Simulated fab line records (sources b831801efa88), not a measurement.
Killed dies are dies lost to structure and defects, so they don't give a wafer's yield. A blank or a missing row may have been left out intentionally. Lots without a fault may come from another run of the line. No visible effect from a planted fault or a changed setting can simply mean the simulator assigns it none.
fab line records :: flow sky130
[record]
  lots = 4
  wafers = 12
  last_day = 50
route steps=708 shown SONOS_TUNNEL@160 SONOS_ONO@168 GATE_OXIDE@187 LI_CONTACT@376 PAD_OPEN@708
lots with no fault: from the same line, run without faults
start_h: the number of hours between the record's first day and the start of the first shown wafer of the lot :: wait_h: hours elapsed since this lot's preceding step :: " same as the row above :: L1.1+2: a row that stands for several wafers :: - either no value or no given start :: * or withheld: withheld :: < > ~ a bound
route shown NAME@n: a module of which the file shows steps, and the number in the route of the first :: usual: mean and standard deviation over wafers with no fault :: same: alike in all rows :: chamber/n: place in a boat :: sites: the reading at each site :: _std_site: how widely they spread, as a standard deviation :: _edge_site: inner sites' mean taken away from outer sites' mean :: radius_mm: how far each site lies from the wafer's centre :: mask NAME#n: copy n :: behind: the most recent tool/chamber to have shaped the wafer :: hold: the reason the lot was held/the length of the hold in hours/how it ended :: device: the transistor (n, p or np) that didn't switch :: end of line: tests of these same wafers at the route's end :: for a step that has no rows: nothing shown but its recipe :: killed: count of dies lost to structure and defects at first sort (not the wafer's yield) :: map: dies across one wafer; x = killed, . = not, _ = none there
set.NAME: setting as actually run; set.NAME@STEP: the setting as run at that earlier step :: model.NAME: the simulator's own value behind a step, which no gauge read
certain route steps with their lots: each step a table, each wafer a row
services: a tool's chamber out of use, with start hour (start_h, from the record's first day; less than 0 if before it), hours out, and reason
[[steps]]
[step SKY_SONOS_TUNNEL_DEVELOP_06]
[recipe]
  resist = NOVOLAK
  developer = TMAH
  develop_time_s = 60
  dev_temp_c = 23
[step SKY_SONOS_TUNNEL_IMPLANT_09]
[recipe]
  species = B
  energy_kev = 20
  dose_cm2 = 1e+12
  tilt_deg = withheld
[step SKY_SONOS_TUNNEL_WET_ETCH_10]
[recipe]
  chemistry = dHF
  target_depth_nm = 14
  target = SiO2
  dilution = 100:1
  temp_c = 25
  time_s = 280
[step SKY_SONOS_TUNNEL_STRIP_11]
[recipe]
  chemistry = SPM
  time_s = 600
  temp_c = 130
[step SKY_SONOS_TUNNEL_CLEAN_13]
[recipe]
  chemistry = dHF
  time_s = 20
  dilution = 100:1
  dry = ipa_marangoni
[step SKY_SONOS_ONO_OXIDATION_00]
[recipe]
  temp_c = 800
  ambient = O2
  idle_temp_c = 700
  ramp_up_c_per_min = 10
  ramp_down_c_per_min = 3
  stabilise_s = 600
  purge_s = 300
  target_thk_a = 26
  ox_time_s = 1249
[step SKY_SONOS_ONO_CVD_02]
[recipe]
  material = Si3N4
  precursor = DCS/NH3
  target_thk_nm = 10.5
  temp_c = 770
  time_s = 180
  pressure_mtorr = 250
[step SKY_SONOS_ONO_CVD_04]
[recipe]
  material = SiO2
  precursor = SiH4/N2O
  target_thk_nm = 5.7199
  temp_c = 900
  pressure_mtorr = 416.6
[usual]
  zone_power_upper_pct = 20.7/0.53
lot.wafer: L567.2
tool: lpcvd-03
chamber: 0
start_h: 349.59
wait_h: 0.0
zone_power_upper_pct: 21.1
model.SiO2_of_SONOS_ONO_CVD_04.thk_nm: 5.234

lot.wafer: L567.3
tool: lpcvd-03
chamber: 0
start_h: 349.59
wait_h: 0.0
zone_power_upper_pct: 21.3
model.SiO2_of_SONOS_ONO_CVD_04.thk_nm: 5.236

lot.wafer: L567.5
tool: lpcvd-03
chamber: 0
start_h: 349.59
wait_h: 0.0
zone_power_upper_pct: 21.4
model.SiO2_of_SONOS_ONO_CVD_04.thk_nm: 5.263

lot.wafer: L566.1
tool: lpcvd-03
chamber: 1
start_h: 350.84
wait_h: 0.2
zone_power_upper_pct: 19.9
model.SiO2_of_SONOS_ONO_CVD_04.thk_nm: 5.482

lot.wafer: L566.2
tool: lpcvd-03
chamber: 1
start_h: 350.84
wait_h: 0.2
zone_power_upper_pct: 20.0
model.SiO2_of_SONOS_ONO_CVD_04.thk_nm: 5.455

lot.wafer: L566.4
tool: lpcvd-03
chamber: 1
start_h: 350.84
wait_h: 0.2
zone_power_upper_pct: 20.4
model.SiO2_of_SONOS_ONO_CVD_04.thk_nm: 5.464

lot.wafer: L576.3
tool: lpcvd-03
chamber: 1
start_h: 416.04
wait_h: 0.0
zone_power_upper_pct: 20.1
model.SiO2_of_SONOS_ONO_CVD_04.thk_nm: 5.875

lot.wafer: L576.4
tool: lpcvd-03
chamber: 1
start_h: 416.04
wait_h: 0.0
zone_power_upper_pct: 20.1
model.SiO2_of_SONOS_ONO_CVD_04.thk_nm: 5.812

lot.wafer: L576.5
tool: lpcvd-03
chamber: 1
start_h: 416.04
wait_h: 0.0
zone_power_upper_pct: 20.0
model.SiO2_of_SONOS_ONO_CVD_04.thk_nm: 5.971

lot.wafer: L579.3
tool: lpcvd-03
chamber: 0
start_h: 438.21
wait_h: 0.0
zone_power_upper_pct: 21.6
model.SiO2_of_SONOS_ONO_CVD_04.thk_nm: 6.092

lot.wafer: L579.4
tool: lpcvd-03
chamber: 0
start_h: 438.21
wait_h: 0.0
zone_power_upper_pct: 21.2
model.SiO2_of_SONOS_ONO_CVD_04.thk_nm: 5.964

lot.wafer: L579.6
tool: lpcvd-03
chamber: 0
start_h: 438.21
wait_h: 0.0
zone_power_upper_pct: 21.4
model.SiO2_of_SONOS_ONO_CVD_04.thk_nm: 5.963
[step SKY_SONOS_ONO_THK_MEAS_05]
[recipe]
  reads = SiO2_of_SONOS_ONO_CVD_04
[usual]
  SONOS_ONO_CVD_04_THK = 5.87/0.13
lot.wafer: L567.2
tool: film_metro-03
chamber: -
start_h: 350.85
wait_h: 0.0
SONOS_ONO_CVD_04_THK[nm]: 5.22

lot.wafer: L567.3
tool: film_metro-03
chamber: -
start_h: 350.85
wait_h: 0.0
SONOS_ONO_CVD_04_THK[nm]: 5.34

lot.wafer: L567.5
tool: film_metro-03
chamber: -
start_h: 350.85
wait_h: 0.0
SONOS_ONO_CVD_04_THK[nm]: 5.25

lot.wafer: L566.1
tool: film_metro-01
chamber: -
start_h: 352.09
wait_h: 0.0
SONOS_ONO_CVD_04_THK[nm]: 5.54

lot.wafer: L566.2
tool: film_metro-01
chamber: -
start_h: 352.09
wait_h: 0.0
SONOS_ONO_CVD_04_THK[nm]: 5.53

lot.wafer: L566.4
tool: film_metro-01
chamber: -
start_h: 352.09
wait_h: 0.0
SONOS_ONO_CVD_04_THK[nm]: 5.50

lot.wafer: L576.3
tool: film_metro-01
chamber: -
start_h: 417.31
wait_h: 0.0
SONOS_ONO_CVD_04_THK[nm]: 5.85

lot.wafer: L576.4
tool: film_metro-01
chamber: -
start_h: 417.31
wait_h: 0.0
SONOS_ONO_CVD_04_THK[nm]: 5.77

lot.wafer: L576.5
tool: film_metro-01
chamber: -
start_h: 417.31
wait_h: 0.0
SONOS_ONO_CVD_04_THK[nm]: 5.97

lot.wafer: L579.3
tool: film_metro-04
chamber: -
start_h: 439.48
wait_h: 0.0
SONOS_ONO_CVD_04_THK[nm]: 6.07

lot.wafer: L579.4
tool: film_metro-04
chamber: -
start_h: 439.48
wait_h: 0.0
SONOS_ONO_CVD_04_THK[nm]: 5.94

lot.wafer: L579.6
tool: film_metro-04
chamber: -
start_h: 439.48
wait_h: 0.0
SONOS_ONO_CVD_04_THK[nm]: 5.99
[step SKY_SONOS_ONO_DEHYDRATE_06]
[recipe]
  temp_c = 200
  time_s = 60
[step SKY_SONOS_ONO_HMDS_07]
[recipe]
  prime_time_s = 60
  prime_temp_c = 120
[step SKY_SONOS_ONO_COAT_08]
[recipe]
  resist = NOVOLAK
  spin_rpm = 3000
  resist_thk_nm = 1140
[step SKY_SONOS_ONO_SOFTBAKE_09]
[recipe]
  temp_c = 90
  time_s = 60
  resist = NOVOLAK
[step SKY_SONOS_ONO_EXPOSE_10]
[recipe]
  mask_id = ONOM
  target_cd_nm = 410
  na = 0.6
  source_shape = conventional
  sigma_outer = 0.6
  dose_mj = 150
[step SKY_SONOS_ONO_PEB_11]
[recipe]
  temp_c = withheld
  time_s = *
  resist = NOVOLAK
[step SKY_SONOS_ONO_DEVELOP_12]
[recipe]
  develop_time_s = 60
  dev_temp_c = 23
[step SKY_SONOS_ONO_ETCH_15]
[recipe]
  target_depth_nm = 19.52
  chemistry = CHF3/O2
  source_w = 600
  bias_w = 200
  pressure_mtorr = 40
  chf3_flow_sccm = 50
  O2_flow_sccm = 5
  time_s = 7.8
[step SKY_SONOS_ONO_WET_ETCH_16]
[recipe]
  chemistry = dHF
  target_depth_nm = 14
  dry = n2_spin
  target = SiO2
  dilution = 100:1
  temp_c = 25
  time_s = 280
[step SKY_SONOS_ONO_STRIP_17]
[recipe]
  chemistry = O2/N2
  power_w = 1400
  pressure_mtorr = 1500
  platen_temp_c = withheld
  o2_flow_sccm = 3000
  n2_flow_sccm = 300
  overash_fraction = 0.5
[step SKY_SONOS_ONO_WET_ETCH_18]
[recipe]
  chemistry = H3PO4
  target_depth_nm = 15
  target = Si3N4
  temp_c = 160
  time_s = 172
[step SKY_GATE_OXIDE_CLEAN_00]
[recipe]
  chemistry = SC1/SC2
  mix = 1:4:20
  temp_c = 70
  time_s = 150
  dry = n2_spin
[step SKY_GATE_OXIDE_OXIDATION_01]
[recipe]
  temp_c = 900
  ambient = O2
  stabilise_s = 600
  purge_s = 300
  target_thk_a = 102.68
  ox_time_s = 1453
[step SKY_GATE_OXIDE_DEHYDRATE_03]
[recipe]
  temp_c = 200
  time_s = 60
[step SKY_GATE_OXIDE_HMDS_04]
[recipe]
  prime_time_s = 60
  prime_temp_c = 120
[step SKY_GATE_OXIDE_COAT_05]
[recipe]
  resist = NOVOLAK
  spin_rpm = 3000
  resist_thk_nm = 1140
[step SKY_GATE_OXIDE_SOFTBAKE_06]
[recipe]
  temp_c = 90
  time_s = 60
  resist = NOVOLAK
[step SKY_GATE_OXIDE_EXPOSE_07]
[recipe]
  mask_id = LVOM
  na = 0.6
  source_shape = conventional
  sigma_outer = 0.6
  polarization = unpolarized
  target_cd_nm = 600
  dose_mj = 170
[step SKY_GATE_OXIDE_PEB_08]
[recipe]
  temp_c = withheld
  time_s = *
  resist = NOVOLAK
[step SKY_GATE_OXIDE_DEVELOP_09]
[recipe]
  resist = NOVOLAK
  developer = TMAH
  develop_time_s = 60
  dev_temp_c = 23
[step SKY_GATE_OXIDE_IMPLANT_11]
[recipe]
  species = B
  energy_kev = 10
  dose_cm2 = 2.6e+12
  tilt_deg = withheld
[step SKY_GATE_OXIDE_WET_ETCH_12]
[recipe]
  chemistry = dHF
  target_depth_nm = 16.8
  dry = n2_spin
  target = SiO2
  dilution = 100:1
  temp_c = 25
  time_s = 336
[step SKY_GATE_OXIDE_STRIP_13]
[recipe]
  chemistry = O2/N2
  power_w = 1400
  pressure_mtorr = 1500
  platen_temp_c = withheld
  o2_flow_sccm = 3000
  n2_flow_sccm = 300
  overash_fraction = 0.5
[step SKY_LI_CONTACT_ETCH_14]
[recipe]
  chemistry = N2/H2
  target = BARC
  ion_energy_ev = 200
  source_w = 500
  bias_w = 101.3
  pressure_mtorr = 30
  n2_flow_sccm = 100
  h2_flow_sccm = 200
  stop_on = SiO2
  time_s = 45.9
  target_depth_a = 600
[usual]
  drypump_motor_current_A = 5.8/0.39
  oes_product_au = 0.854/0.0049
  throttle_valve_pct = 13.224/0.0089
lot.wafer: L567.2
tool: rie_diel-03
chamber: 1
start_h: 774.65
wait_h: 0.0
drypump_motor_current_A: 6.0
oes_product_au: 0.844
rf_hours_counter_h: 11
throttle_valve_pct: 13.210
model.SiO2_of_SONOS_ONO_CVD_04.thk_nm: 3.713

lot.wafer: L567.3
tool: rie_diel-03
chamber: 2
start_h: 774.65
wait_h: 0.0
drypump_motor_current_A: 5.9
oes_product_au: 0.856
rf_hours_counter_h: 16
throttle_valve_pct: 13.238
model.SiO2_of_SONOS_ONO_CVD_04.thk_nm: 3.721

lot.wafer: L567.5
tool: rie_diel-03
chamber: 3
start_h: 774.65
wait_h: 0.0
drypump_motor_current_A: 6.0
oes_product_au: 0.866
rf_hours_counter_h: -
throttle_valve_pct: 13.212
model.SiO2_of_SONOS_ONO_CVD_04.thk_nm: 3.742

lot.wafer: L566.1
tool: rie_diel-03
chamber: 3
start_h: 778.25
wait_h: 0.0
drypump_motor_current_A: 6.1
oes_product_au: 0.860
rf_hours_counter_h: 7
throttle_valve_pct: 13.228
model.SiO2_of_SONOS_ONO_CVD_04.thk_nm: 3.94

lot.wafer: L566.2
tool: rie_diel-03
chamber: 0
start_h: 778.25
wait_h: 0.0
drypump_motor_current_A: 5.6
oes_product_au: 0.853
rf_hours_counter_h: 6
throttle_valve_pct: 13.242
model.SiO2_of_SONOS_ONO_CVD_04.thk_nm: 3.92

lot.wafer: L566.4
tool: rie_diel-03
chamber: 1
start_h: 778.25
wait_h: 0.0
drypump_motor_current_A: 6.0
oes_product_au: 0.857
rf_hours_counter_h: 11
throttle_valve_pct: 13.244
model.SiO2_of_SONOS_ONO_CVD_04.thk_nm: 3.923

lot.wafer: L576.3
tool: rie_diel-04
chamber: 0
start_h: 832.88
wait_h: 0.0
drypump_motor_current_A: 5.2
oes_product_au: 0.854
rf_hours_counter_h: 0
throttle_valve_pct: 13.222
model.SiO2_of_SONOS_ONO_CVD_04.thk_nm: 4.336

lot.wafer: L576.4
tool: rie_diel-04
chamber: 2
start_h: 832.88
wait_h: 0.0
drypump_motor_current_A: 6.3
oes_product_au: 0.860
rf_hours_counter_h: -
throttle_valve_pct: 13.235
model.SiO2_of_SONOS_ONO_CVD_04.thk_nm: 4.275

lot.wafer: L576.5
tool: rie_diel-04
chamber: 1
start_h: 832.88
wait_h: 0.0
drypump_motor_current_A: 5.0
oes_product_au: 0.849
rf_hours_counter_h: -
throttle_valve_pct: 13.232
model.SiO2_of_SONOS_ONO_CVD_04.thk_nm: 4.433

lot.wafer: L579.3
tool: rie_diel-04
chamber: 2
start_h: 852.28
wait_h: 0.0
drypump_motor_current_A: 6.4
oes_product_au: 0.854
rf_hours_counter_h: 19
throttle_valve_pct: 13.225
model.SiO2_of_SONOS_ONO_CVD_04.thk_nm: 4.572

lot.wafer: L579.4
tool: rie_diel-04
chamber: 0
start_h: 852.28
wait_h: 0.0
drypump_motor_current_A: 5.2
oes_product_au: 0.854
rf_hours_counter_h: 1
throttle_valve_pct: 13.229
model.SiO2_of_SONOS_ONO_CVD_04.thk_nm: 4.438

lot.wafer: L579.6
tool: rie_diel-04
chamber: 2
start_h: 852.28
wait_h: 0.0
drypump_motor_current_A: 6.3
oes_product_au: 0.861
rf_hours_counter_h: -
throttle_valve_pct: 13.233
model.SiO2_of_SONOS_ONO_CVD_04.thk_nm: 4.448
[step SKY_PAD_OPEN_PROBE_99]
[usual]
  killed_at_M0_to_M3 = 44/7.3
  killed_at_M4_up = 3.1/1.9
  killed_at_contacts = 24/5.3
  killed_at_front_end = 15/4
  killed_at_other = 0.4/0.6
  killed_dies = 86/9.2
  killed_open = 47/6.9
  killed_short = 39/6.9
[same]
  gross_dies = 492
  killed_at_back_side = 0
lot.wafer: L567.2
tool: prober-02
chamber: -
start_h: 1143.69
wait_h: 0.1
killed_at_M0_to_M3: 43
killed_at_M4_up: 1
killed_at_contacts: 20
killed_at_front_end: 15
killed_at_other: 1
killed_dies: 80
killed_open: 35
killed_short: 43
model.etest.sonos_uncharged.r_on_ohm_um: 797.2
model.etest.cap_ono.gate_log10_a_cm2: -7.426
model.etest.cap_ono.gate_bv_v: 16.14
model.etest.cap_ono.tox_acc_nm: 12.51
model.etest.sonos_programmed.vt_v: 1.633
model.etest.sonos_erased.vt_v: -2.39
model.etest.sonos_baked.vt_v: 1.16
model.etest.sonos_baked.vt_less_v: -0.4732

lot.wafer: L567.3
tool: prober-02
chamber: -
start_h: 1143.74
wait_h: 0.2
killed_at_M0_to_M3: 46
killed_at_M4_up: 4
killed_at_contacts: 27
killed_at_front_end: 17
killed_at_other: 1
killed_dies: 95
killed_open: 57
killed_short: 38
model.etest.sonos_uncharged.r_on_ohm_um: 805.8
model.etest.cap_ono.gate_log10_a_cm2: -7.422
model.etest.cap_ono.gate_bv_v: 15.7
model.etest.cap_ono.tox_acc_nm: 12.53
model.etest.sonos_programmed.vt_v: 1.633
model.etest.sonos_erased.vt_v: -2.373
model.etest.sonos_baked.vt_v: 1.119
model.etest.sonos_baked.vt_less_v: -0.5134

lot.wafer: L567.5
tool: prober-02
chamber: -
start_h: 1143.84
wait_h: 0.2
killed_at_M0_to_M3: 47
killed_at_M4_up: 3
killed_at_contacts: 26
killed_at_front_end: 11
killed_at_other: 0
killed_dies: 87
killed_open: 46
killed_short: 40
model.etest.sonos_uncharged.r_on_ohm_um: 806.1
model.etest.cap_ono.gate_log10_a_cm2: -7.509
model.etest.cap_ono.gate_bv_v: 15.98
model.etest.cap_ono.tox_acc_nm: 12.58
model.etest.sonos_programmed.vt_v: 1.634
model.etest.sonos_erased.vt_v: -2.386
model.etest.sonos_baked.vt_v: 1.095
model.etest.sonos_baked.vt_less_v: -0.5393

lot.wafer: L566.1
tool: prober-01
chamber: -
start_h: 1146.69
wait_h: 0.1
killed_at_M0_to_M3: 37
killed_at_M4_up: 0
killed_at_contacts: 21
killed_at_front_end: 18
killed_at_other: 0
killed_dies: 76
killed_open: 45
killed_short: 31
model.etest.sonos_uncharged.r_on_ohm_um: 799.9
model.etest.cap_ono.gate_log10_a_cm2: -7.705
model.etest.cap_ono.gate_bv_v: 15.9
model.etest.cap_ono.tox_acc_nm: 12.73
model.etest.sonos_programmed.vt_v: 1.556
model.etest.sonos_erased.vt_v: -2.344
model.etest.sonos_baked.vt_v: 1.011
model.etest.sonos_baked.vt_less_v: -0.5447

lot.wafer: L566.2
tool: prober-01
chamber: -
start_h: 1146.74
wait_h: 0.1
killed_at_M0_to_M3: 48
killed_at_M4_up: 1
killed_at_contacts: 31
killed_at_front_end: 16
killed_at_other: 1
killed_dies: 97
killed_open: 51
killed_short: 46
model.etest.sonos_uncharged.r_on_ohm_um: 802.5
model.etest.cap_ono.gate_log10_a_cm2: -7.758
model.etest.cap_ono.gate_bv_v: 16.22
model.etest.cap_ono.tox_acc_nm: 12.74
model.etest.sonos_programmed.vt_v: 1.525
model.etest.sonos_erased.vt_v: -2.323
model.etest.sonos_baked.vt_v: 1.058
model.etest.sonos_baked.vt_less_v: -0.4669

lot.wafer: L566.4
tool: prober-01
chamber: -
start_h: 1146.84
wait_h: 0.2
killed_at_M0_to_M3: 36
killed_at_M4_up: 3
killed_at_contacts: 24
killed_at_front_end: 15
killed_at_other: 0
killed_dies: 78
killed_open: 44
killed_short: 34
model.etest.sonos_uncharged.r_on_ohm_um: 804.1
model.etest.cap_ono.gate_log10_a_cm2: -7.626
model.etest.cap_ono.gate_bv_v: 16.17
model.etest.cap_ono.tox_acc_nm: 12.73
model.etest.sonos_programmed.vt_v: 1.553
model.etest.sonos_erased.vt_v: -2.319
model.etest.sonos_baked.vt_v: 1.057
model.etest.sonos_baked.vt_less_v: -0.4962

lot.wafer: L576.3
tool: prober-02
chamber: -
start_h: 1186.20
wait_h: 0.2
killed_at_M0_to_M3: 43
killed_at_M4_up: 2
killed_at_contacts: 30
killed_at_front_end: 10
killed_at_other: 0
killed_dies: 85
killed_open: 51
killed_short: 34
model.etest.sonos_uncharged.r_on_ohm_um: 816.3
model.etest.cap_ono.gate_log10_a_cm2: -8.259
model.etest.cap_ono.gate_bv_v: 16.11
model.etest.cap_ono.tox_acc_nm: 13.06
model.etest.sonos_programmed.vt_v: 1.332
model.etest.sonos_erased.vt_v: -2.204
model.etest.sonos_baked.vt_v: 0.8956
model.etest.sonos_baked.vt_less_v: -0.4359

lot.wafer: L576.4
tool: prober-02
chamber: -
start_h: 1186.25
wait_h: 0.2
killed_at_M0_to_M3: 45
killed_at_M4_up: 3
killed_at_contacts: 14
killed_at_front_end: 7
killed_at_other: 0
killed_dies: 69
killed_open: 44
killed_short: 25
model.etest.sonos_uncharged.r_on_ohm_um: 825.6
model.etest.cap_ono.gate_log10_a_cm2: -8.136
model.etest.cap_ono.gate_bv_v: 15.94
model.etest.cap_ono.tox_acc_nm: 12.97
model.etest.sonos_programmed.vt_v: 1.441
model.etest.sonos_erased.vt_v: -2.264
model.etest.sonos_baked.vt_v: 0.9157
model.etest.sonos_baked.vt_less_v: -0.5253

lot.wafer: L576.5
tool: prober-02
chamber: -
start_h: 1186.30
wait_h: 0.2
killed_at_M0_to_M3: 42
killed_at_M4_up: 3
killed_at_contacts: 19
killed_at_front_end: 19
killed_at_other: 1
killed_dies: 84
killed_open: 41
killed_short: 42
model.etest.sonos_uncharged.r_on_ohm_um: 832.8
model.etest.cap_ono.gate_log10_a_cm2: -8.324
model.etest.cap_ono.gate_bv_v: 16.76
model.etest.cap_ono.tox_acc_nm: 13.15
model.etest.sonos_programmed.vt_v: 1.315
model.etest.sonos_erased.vt_v: -2.204
model.etest.sonos_baked.vt_v: 0.874
model.etest.sonos_baked.vt_less_v: -0.4413

lot.wafer: L579.3
tool: prober-01
chamber: -
start_h: 1195.16
wait_h: 0.2
killed_at_M0_to_M3: 37
killed_at_M4_up: 7
killed_at_contacts: 35
killed_at_front_end: 12
killed_at_other: 0
killed_dies: 91
killed_open: 51
killed_short: 39
model.etest.sonos_uncharged.r_on_ohm_um: 833.2
model.etest.cap_ono.gate_log10_a_cm2: -8.513
model.etest.cap_ono.gate_bv_v: 17.11
model.etest.cap_ono.tox_acc_nm: 13.38
model.etest.sonos_programmed.vt_v: 1.215
model.etest.sonos_erased.vt_v: -2.097
model.etest.sonos_baked.vt_v: 0.7409
model.etest.sonos_baked.vt_less_v: -0.474

lot.wafer: L579.4
tool: prober-01
chamber: -
start_h: 1195.21
wait_h: 0.2
killed_at_M0_to_M3: 35
killed_at_M4_up: 4
killed_at_contacts: 24
killed_at_front_end: 20
killed_at_other: 0
killed_dies: 83
killed_open: 51
killed_short: 31
model.etest.sonos_uncharged.r_on_ohm_um: 837.2
model.etest.cap_ono.gate_log10_a_cm2: -8.444
model.etest.cap_ono.gate_bv_v: 16.72
model.etest.cap_ono.tox_acc_nm: 13.22
model.etest.sonos_programmed.vt_v: 1.275
model.etest.sonos_erased.vt_v: -2.167
model.etest.sonos_baked.vt_v: 0.8331
model.etest.sonos_baked.vt_less_v: -0.442

lot.wafer: L579.6
tool: prober-01
chamber: -
start_h: 1195.31
wait_h: 0.2
killed_at_M0_to_M3: 45
killed_at_M4_up: 2
killed_at_contacts: 33
killed_at_front_end: 18
killed_at_other: 0
killed_dies: 98
killed_open: 48
killed_short: 50
model.etest.sonos_uncharged.r_on_ohm_um: 840.6
model.etest.cap_ono.gate_log10_a_cm2: -8.491
model.etest.cap_ono.gate_bv_v: 16.8
model.etest.cap_ono.tox_acc_nm: 13.24
model.etest.sonos_programmed.vt_v: 1.259
model.etest.sonos_erased.vt_v: -2.16
model.etest.sonos_baked.vt_v: 0.7865
model.etest.sonos_baked.vt_less_v: -0.4724
// killed by level:class
L567.2 VIA1:geometric_particle:open=8 VIA2:geometric_particle:short=7 VIA3:geometric_particle:open=6 CONTACT:geometric_particle:open=5 METAL2:geometric_particle:short=5 CONTACT:geometric_particle:short=5 VIA2:geometric_particle:open=5 FIELD_ISO:geometric_particle:open=4
L567.3 CONTACT:geometric_particle:open=12 VIA2:geometric_particle:open=10 VIA1:geometric_particle:open=10 METAL1:geometric_particle:short=10 FIELD_ISO:geometric_particle:open=6 VIA3:geometric_particle:open=6 LI_CONTACT:geometric_particle:short=4 LOCAL_INTERCONNECT:geometric_particle:short=4
L567.5 VIA2:geometric_particle:open=11 VIA1:geometric_particle:open=8 LI_CONTACT:geometric_particle:open=7 CONTACT:geometric_particle:short=7 VIA3:geometric_particle:open=7 LOCAL_INTERCONNECT:geometric_particle:short=5 METAL1:geometric_particle:short=5 FIELD_ISO:geometric_particle:open=4
L566.1 FIELD_ISO:geometric_particle:open=7 VIA3:geometric_particle:open=7 VIA1:geometric_particle:open=6 LI_CONTACT:geometric_particle:open=5 METAL2:geometric_particle:short=5 VIA2:geometric_particle:open=5 FIELD_ISO:geometric_particle:short=4 POLY_GATE:geometric_particle:open=4
L566.2 VIA2:geometric_particle:open=11 CONTACT:geometric_particle:open=10 LOCAL_INTERCONNECT:geometric_particle:short=8 VIA3:geometric_particle:open=7 METAL1:geometric_particle:short=7 METAL2:geometric_particle:short=5 LI_CONTACT:geometric_particle:open=5 FIELD_ISO:geometric_particle:open=4
L566.4 VIA1:geometric_particle:open=13 CONTACT:geometric_particle:open=8 LI_CONTACT:geometric_particle:open=7 VIA3:geometric_particle:short=4 POLY_GATE:geometric_particle:short=4 CONTACT:geometric_particle:short=4 METAL1:geometric_particle:short=4 VIA2:geometric_particle:open=4
L576.3 VIA1:geometric_particle:open=11 CONTACT:geometric_particle:open=10 VIA2:geometric_particle:open=9 LI_CONTACT:geometric_particle:open=8 VIA2:geometric_particle:short=5 POLY_GATE:geometric_particle:open=4 LOCAL_INTERCONNECT:geometric_particle:short=4 CONTACT:geometric_particle:short=4
L576.4 VIA1:geometric_particle:open=10 VIA3:geometric_particle:open=9 VIA2:geometric_particle:open=5 METAL1:geometric_particle:short=5 FIELD_ISO:geometric_particle:open=4 LI_CONTACT:geometric_particle:open=4 METAL2:geometric_particle:short=4 LI_CONTACT:geometric_particle:short=3
L576.5 VIA1:geometric_particle:open=12 POLY_GATE:geometric_particle:short=9 CONTACT:geometric_particle:open=7 LI_CONTACT:geometric_particle:open=6 METAL2:geometric_particle:short=6 VIA2:geometric_particle:open=6 FIELD_ISO:geometric_particle:open=4 METAL1:geometric_particle:short=4
L579.3 CONTACT:geometric_particle:open=12 LI_CONTACT:geometric_particle:open=12 VIA1:geometric_particle:open=11 LOCAL_INTERCONNECT:geometric_particle:short=7 VIA1:geometric_particle:short=5 VIA3:geometric_particle:short=5 METAL4:geometric_particle:short=4 METAL2:geometric_particle:short=3
L579.4 CONTACT:geometric_particle:open=12 VIA1:geometric_particle:open=11 VIA3:geometric_particle:open=8 FIELD_ISO:geometric_particle:open=4 POLY_GATE:geometric_particle:short=4 FIELD_ISO:geometric_particle:short=3 POLY_GATE:geometric_particle:open=3 SPACER:geometric_particle:open=3
L579.6 CONTACT:geometric_particle:open=10 LI_CONTACT:geometric_particle:open=8 METAL2:geometric_particle:short=8 FIELD_ISO:geometric_particle:open=7 CONTACT:geometric_particle:short=7 VIA3:geometric_particle:open=7 METAL1:geometric_particle:short=6 VIA1:geometric_particle:open=6
[[services]]
tool: rie_diel-04
chamber: -
start_h: 327.84
hours: 2.8
kind: pm

tool: rie_diel-03
chamber: -
start_h: 328.55
hours: 0.3
kind: repair

tool: rie_diel-03
chamber: 0
start_h: 331.14
hours: 9.5
kind: repair

tool: lpcvd-03
chamber: -
start_h: 336.00
hours: 2.8
kind: pm

tool: lpcvd-03
chamber: -
start_h: 339.55
hours: 0.9
kind: repair

tool: rie_diel-03
chamber: 2
start_h: 402.02
hours: 18.1
kind: repair

tool: rie_diel-04
chamber: 1
start_h: 420.96
hours: 6.2
kind: repair

tool: rie_diel-03
chamber: 0
start_h: 438.46
hours: 2.5
kind: repair

tool: rie_diel-03
chamber: 1
start_h: 443.34
hours: 3.6
kind: repair

tool: rie_diel-03
chamber: 1
start_h: 465.46
hours: 6.6
kind: repair

tool: rie_diel-03
chamber: 0
start_h: 473.64
hours: 4.5
kind: repair

tool: rie_diel-04
chamber: 1
start_h: 525.24
hours: 8.8
kind: repair

tool: rie_diel-04
chamber: -
start_h: 592.20
hours: 0.5
kind: repair

tool: rie_diel-04
chamber: 2
start_h: 595.90
hours: 12.0
kind: repair

tool: rie_diel-04
chamber: -
start_h: 641.51
hours: 0.5
kind: repair

tool: lpcvd-03
chamber: -
start_h: 643.08
hours: 6.0
kind: pm

tool: lpcvd-03
chamber: -
start_h: 665.79
hours: 0.8
kind: pm

tool: rie_diel-03
chamber: 3
start_h: 669.68
hours: 14.2
kind: repair

tool: lpcvd-03
chamber: -
start_h: 675.62
hours: 12.5
kind: repair

tool: rie_diel-03
chamber: 1
start_h: 714.84
hours: 3.3
kind: repair

tool: rie_diel-03
chamber: -
start_h: 735.44
hours: 2.8
kind: pm

tool: rie_diel-04
chamber: 3
start_h: 794.51
hours: 2.0
kind: repair

tool: rie_diel-04
chamber: -
start_h: 810.06
hours: 14.6
kind: pm

tool: lpcvd-03
chamber: -
start_h: 848.48
hours: 0.7
kind: repair
[[key]]
[first_sign]
  step = SKY_SONOS_ONO_THK_MEAS_05
  reading = SONOS_ONO_CVD_04_THK
  direction = down
  sigmas = 3.7
  usual = 5.87
  struck = 5.40
effect none on later readings
[model_effect]
  step = SKY_SONOS_ONO_CVD_04
  value = SiO2_of_SONOS_ONO_CVD_04.thk_nm
  without = 5.87
  struck = 5.356
[model_effect]
  step = SKY_LI_CONTACT_ETCH_14
  value = SiO2_of_SONOS_ONO_CVD_04.thk_nm
  without = 4.341
  struck = 3.827
[model_effect]
  step = SKY_PAD_OPEN_PROBE_99
  value = etest.sonos_uncharged.r_on_ohm_um
  without = 820.3
  struck = 802.6
met_at SKY_SONOS_ONO_CVD_04
struck_wafers L566.1,L566.2,L566.4,L567.2,L567.3,L567.5
tester_left_out L566,L567
[fault]
  kind = process_parameter_drift
  tool = lpcvd-03
  chamber = -
  onset_h = 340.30
  steps = SKY_SONOS_ONO_CVD_04
  channel = target_thk_nm
  offset = -0.50356
  shape = step
  end_h = 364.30
  stated = 5.7199
// tester_left_out: of these lots the tester's yield and bins aren't shown, on N5 and GAA mostly nor the transistor test; their killed dies are dies lost to structure and defects alone, not to doping, threshold or leakage, so they don't give the yield
